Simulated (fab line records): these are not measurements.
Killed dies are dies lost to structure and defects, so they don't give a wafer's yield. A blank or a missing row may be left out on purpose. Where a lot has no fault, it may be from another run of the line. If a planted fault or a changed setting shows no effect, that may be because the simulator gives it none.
Split-lot study -- flow sky130 -- 23 wafers read from 5 lots, route of 708 steps

## ABOUT THE SPLIT
At SKY_LI_CONTACT_ETCH_14 (etches BARC in N2/H2, stops on SiO2, time 45.9 s, target depth 60 nm), the setting source_w was moved away from the recipe's 500 W on 9 of the 23 wafers read, by -8.1% to +8.0%. For the rest of the wafers, this setting stayed at what the recipe calls for.

The reading comes from the split's own step.

## THE READING
KrF-thick_of_LI_CONTACT_COAT_07.thk_nm (the simulator's own value, which no gauge read), in nm, at SKY_LI_CONTACT_ETCH_14 (etches BARC in N2/H2, stops on SiO2, time 45.9 s, target depth 60 nm). No usual value for it is given in the file. Across the 14 wafers here that went through the recipe, the average is 391.9 nm and the standard deviation 0.76 nm.

wafer,"tool, chamber at the split","source_w as run, W",against the recipe,"KrF-thick_of_LI_CONTACT_COAT_07.thk_nm, nm",against lot-mates on the recipe
L075.1,"rie_diel-01, 0",519.8,+4.0%,391.6,-1.1
L075.2,"rie_diel-01, 1",500,recipe,393.5,-
L075.3,"rie_diel-01, 2",500,recipe,391.9,-
L075.4,"rie_diel-01, 3",519.8,+4.0%,390.7,-2.0
L075.6,"rie_diel-01, 0",519.8,+4.0%,390.5,-2.2
L078.1,"rie_diel-01, 1",500,recipe,392.8,-
L078.3,"rie_diel-01, 0",540.2,+8.0%,390.3,-2.2
L078.4,"rie_diel-01, 3",500,recipe,392.2,-
L078.5,"rie_diel-01, 3",540.2,+8.0%,388.7,-3.8
L078.6,"rie_diel-01, 2",540.2,+8.0%,388.3,-4.2
L079.1,"rie_diel-01, 1",459.4,-8.1%,394,+2.7
L079.2,"rie_diel-01, 2",459.4,-8.1%,394.4,+3.1
L079.3,"rie_diel-01, 3",459.4,-8.1%,394.5,+3.2
L079.4,"rie_diel-01, 0",500,recipe,391.9,-
L079.5,"rie_diel-01, 3",500,recipe,390.7,-
L080.1,"rie_diel-04, 2",500,recipe,391.9,-
L080.4,"rie_diel-04, 3",500,recipe,392.1,-
L080.5,"rie_diel-04, 2",500,recipe,391.6,-
L081.1,"rie_diel-01, 3",500,recipe,390.5,-
L081.2,"rie_diel-01, 2",500,recipe,392.2,-
L081.4,"rie_diel-01, 0",500,recipe,391.6,-
L081.5,"rie_diel-01, 1",500,recipe,392.6,-
L081.6,"rie_diel-01, 2",500,recipe,391.3,-

FIT RESULTS
A straight line over all 23 wafers: KrF-thick_of_LI_CONTACT_COAT_07.thk_nm changes by -0.313 nm for each +1% of source_w; r = -0.89; the points scatter about the line by 0.74 nm.
The same after taking each lot's own level away (the mean of its wafers on the recipe; 23 wafers): -0.399 nm for each +1%; r = -0.94; scatter 0.63 nm.
The reading moves by 3.2 nm for the largest change in source_w, on that fit.
The span of the lots' own levels, 391.30 to 392.70 nm, comes to 1.9 times the standard deviation stated above.
So the slope is not independent of the lot-to-lot level: the two fits are not the same.
Check: with one of the wafers moved furthest among these (-8.1%) left out of the fit, the line predicts +3.29 nm for it against its lot-mates. It came out at +2.7 nm against them.

## ADDITIONAL SPLITS CARRIED BY THESE WAFERS
Other splits were also applied to these wafers ahead of the reading. Each is held against what the fit with the lots' levels taken away leaves over:
other split on the same wafers,wafers away from the commonest value,r with KrF-thick_of_LI_CONTACT_COAT_07.thk_nm (lot level and that fit taken away)
SKY_SD_N_COAT_02 spin_rpm,2,+0.43
SKY_SD_N_STRIP_11 o2_flow_sccm,10,+0.44
SKY_LI_CONTACT_HDPCVD_00 time_s,6,+0.10
SKY_LI_CONTACT_EXPOSE_09 dose_mj,9,-0.08

## FILE'S OWN FIT
KrF-thick_of_LI_CONTACT_COAT_07.thk_nm changes by -0.404 nm for each +1% of source_w, r = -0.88.
